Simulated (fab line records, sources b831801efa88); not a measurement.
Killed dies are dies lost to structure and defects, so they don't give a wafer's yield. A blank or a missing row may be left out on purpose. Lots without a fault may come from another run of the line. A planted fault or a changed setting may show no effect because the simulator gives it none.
A struck lot beside a sound one | flow sky130 | 21 steps out of a route of 708
Sound: wafers L136.1, L136.4, L136.6. Struck: wafers L148.1, L148.3, L148.6. The cause comes at the end.
At each step with rows: each side's tool, then ch and its chambers, then its first start. Under that, the readings that differ: sound wafers | struck wafers | difference of the means | sigmas: that difference in standard deviations of wafers without a fault.
alike: readings whose means differ by less than 2 such deviations, and words and numbers that are the same on both sides. not compared: withheld readings, readings that some wafer has no value for, bounds like >300 that may hide the same value, and numbers for which the record gives no deviation and whose values overlap.
The two part at a step that has a row with sigmas, a row that says differs or no value, or rows on one side only. Numbers that don't overlap but have no deviation are shown without sigmas and don't part them. A reading that every wafer of one side lacks parts them only if that side has two wafers or more.

SKY_POLY_GATE_THK_MEAS_21:
  sound on film_metro-04, day 17 05:20; struck on film_metro-01, day 21 12:38
  alike: POLY_GATE_OXIDATION_THK
SKY_POLY_GATE_CD_MEAS_22:
  sound on cd_sem-01, day 17 05:24; struck on cd_sem-02, day 21 12:41
  alike: cd_nm
then, 7 steps without rows for these wafers: SKY_LDD_N_DEHYDRATE_00 (time 60 s); SKY_LDD_N_HMDS_01 (prime time 60 s); SKY_LDD_N_COAT_02 (resist thk 300 nm); SKY_LDD_N_SOFTBAKE_03 (time 60 s); SKY_LDD_N_EXPOSE_04 (exposes mask NTM, target cd 840 nm); SKY_LDD_N_PEB_05; SKY_LDD_N_DEVELOP_06 (develop time 60 s).
SKY_LDD_N_OVL_MEAS_07:
  sound on overlay-02, day 18 08:11; struck on overlay-01, day 22 19:01
  alike: LDD_N_OVL
then, 2 steps without rows for these wafers: SKY_LDD_N_IMPLANT_08; SKY_LDD_N_IMPLANT_09.
SKY_LDD_N_IMPLANT_10:
  sound on implanter-04 ch 0, day 18 08:31; struck on implanter-03 ch 0, day 22 19:22
  reading            | sound                         | struck                           | difference  | sigmas
  beam_on_s (s)      | 10.04 9.45 9.60               | 15.63 15.37 14.86                | +5.59       | +27
  dose_ions_cm2      | 7.512e+13 7.501e+13 7.506e+13 | 1.2582e+14 1.2589e+14 1.2586e+14 | +5.0793e+13 | +99 or more
  faraday_current_uA | 422 445 441                   | 455 463 476                      | +29         | +3
then, 5 steps without rows for these wafers: SKY_LDD_N_IMPLANT_11; SKY_LDD_N_IMPLANT_12; SKY_LDD_N_IMPLANT_13; SKY_LDD_N_IMPLANT_14; SKY_LDD_N_IMPLANT_15.
SKY_LDD_N_STRIP_16: strips in O2/N2.
  sound on plasma_asher-04 ch 0,1, day 18 09:25; struck on plasma_asher-01 ch 0,1, day 22 20:16
  reading                      | sound             | struck            | difference | sigmas
  strip_time_to_endpoint_s (s) | 4.327 4.301 4.336 | 4.447 4.435 4.435 | +0.118     | +9
  alike: drypump_motor_current_A, oes_product_au
  not compared: rf_hours_counter_h
SKY_LDD_N_TW_MEAS_17:
  sound on film_metro-03, day 18 09:31; struck on film_metro-01, day 22 20:37
  reading  | sound          | struck         | difference | sigmas
  LDD_N_TW | 2596 2587 2566 | 2681 2692 2677 | +100       | +7
  not compared: hold
-- the record jumps here: 26 days lie between the struck wafers' starts before and after (it left off in module LDD_N and takes up again in module PAD_OPEN, whose first step shown is number 708 of the route) --
SKY_PAD_OPEN_PROBE_99:
  sound on prober-02, day 45 23:26; struck on prober-02, day 48 22:48
  reading                     | sound             | struck            | difference | sigmas
  model.etest.tip_n.rs_ohm_sq | 446.7 441.3 445.1 | 401.9 402.4 401.7 | -42.4      |
  alike: killed_at_M0_to_M3, killed_at_M4_up, killed_at_contacts, killed_at_front_end, killed_at_other, killed_dies, killed_open, killed_short
  not compared: model.etest.nfet_01v8_swapped.vt_sat_v

WHERE THEY PART
First at SKY_LDD_N_IMPLANT_10; last, within this record, at SKY_LDD_N_TW_MEAS_17. Later steps at which nothing parts them and some readings are alike: SKY_PAD_OPEN_PROBE_99.

WHY: what the simulator had put in
Process parameter drift: implanter-03, from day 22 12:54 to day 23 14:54, at SKY_LDD_N_IMPLANT_10. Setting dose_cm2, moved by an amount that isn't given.
